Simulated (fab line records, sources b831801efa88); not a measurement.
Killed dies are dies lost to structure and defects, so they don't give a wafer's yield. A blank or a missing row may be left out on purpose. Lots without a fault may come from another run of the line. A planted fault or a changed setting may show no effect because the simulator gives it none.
Chamber matching | flow gf180mcu | GF_POLY_GATE_ETCH_13 on rie_si-01: 4 sister chambers
The step etches poly-Si in HBr/Cl2, stops on SiO2, target depth 198.5 nm, time 69.6 s. 14 wafers are shown with their chamber, then 7 later ones without.

WAFERS WITH THEIR CHAMBER
wafer  | chamber | drypump_motor_current_A (A) | oes_product_au (a.u.) | throttle_valve_pct (%)
L595.1 | 1       | 6.5                         | 0.997                 | 33.698
L595.3 | 3       | 5.5                         | 1.010                 | 33.690
L595.6 | 1       | 6.6                         | 0.995                 | 33.687
L596.1 | 3       | 5.5                         | 0.999                 | 33.665
L596.2 | 1       | 6.5                         | 0.990                 | 33.692
L596.4 | 2       | 5.2                         | 0.997                 | 33.702
L600.3 | 3       | 5.5                         | 0.995                 | 33.678
L600.4 | 0       | 4.9                         | 0.978                 | 33.665
L600.5 | 1       | 6.5                         | 0.985                 | 33.675
L604.1 | 0       | 4.9                         | 0.983                 | 33.685
L604.2 | 1       | 6.5                         | 0.988                 | 33.680
L604.6 | 0       | 4.9                         | 0.987                 | 33.672
L607.3 | 2       | 5.2                         | 0.998                 | 33.681
L607.5 | 3       | 5.5                         | 0.997                 | 33.680

SIGNATURES (means of the wafers above)
reading                 | chamber 0 | chamber 1 | chamber 2 | chamber 3 | scatter within a chamber
drypump_motor_current_A | 4.900     | 6.520     | 5.200     | 5.500     | 0.0283
oes_product_au          | 0.98267   | 0.99100   | 0.99750   | 1.00025   | 0.00523
throttle_valve_pct      | 33.67400  | 33.68640  | 33.69150  | 33.67825  | 0.0104
Rule: a wafer's distance from a chamber is the root of the sum, over the readings, of the square of ((its reading less the chamber's mean) divided by the reading's scatter). The wafer belongs to the nearest chamber; if the next one is less than 2 further off, it can't be placed. The scatter: the root of (the sum of the squares of (reading less its chamber's mean) over the shown wafers, divided by (wafers less chambers)).

WAFERS WITHOUT THEIR CHAMBER
wafer  | drypump_motor_current_A (A) | oes_product_au (a.u.) | throttle_valve_pct (%)
L607.6 | 5.2                         | 1.004                 | 33.673
L615.1 | 6.5                         | 0.982                 | 33.674
L615.4 | 5.5                         | 0.992                 | 33.688
L615.5 | 6.5                         | 0.977                 | 33.696
L618.1 | 5.2                         | 0.998                 | 33.700
L618.5 | 5.5                         | 0.994                 | 33.691
L618.6 | 5.2                         | 0.994                 | 33.688

WHICH CHAMBER EACH WENT THROUGH
wafer  | from the rows above | in truth
L607.6 | 2                   | 2
L615.1 | 1                   | 1
L615.4 | 3                   | 3
L615.5 | 1                   | 1
L618.1 | 2                   | 2
L618.5 | 3                   | 3
L618.6 | 2                   | 2
Placed correctly: 7 of 7. Can't be placed from these rows: 0. Placed wrongly: 0.
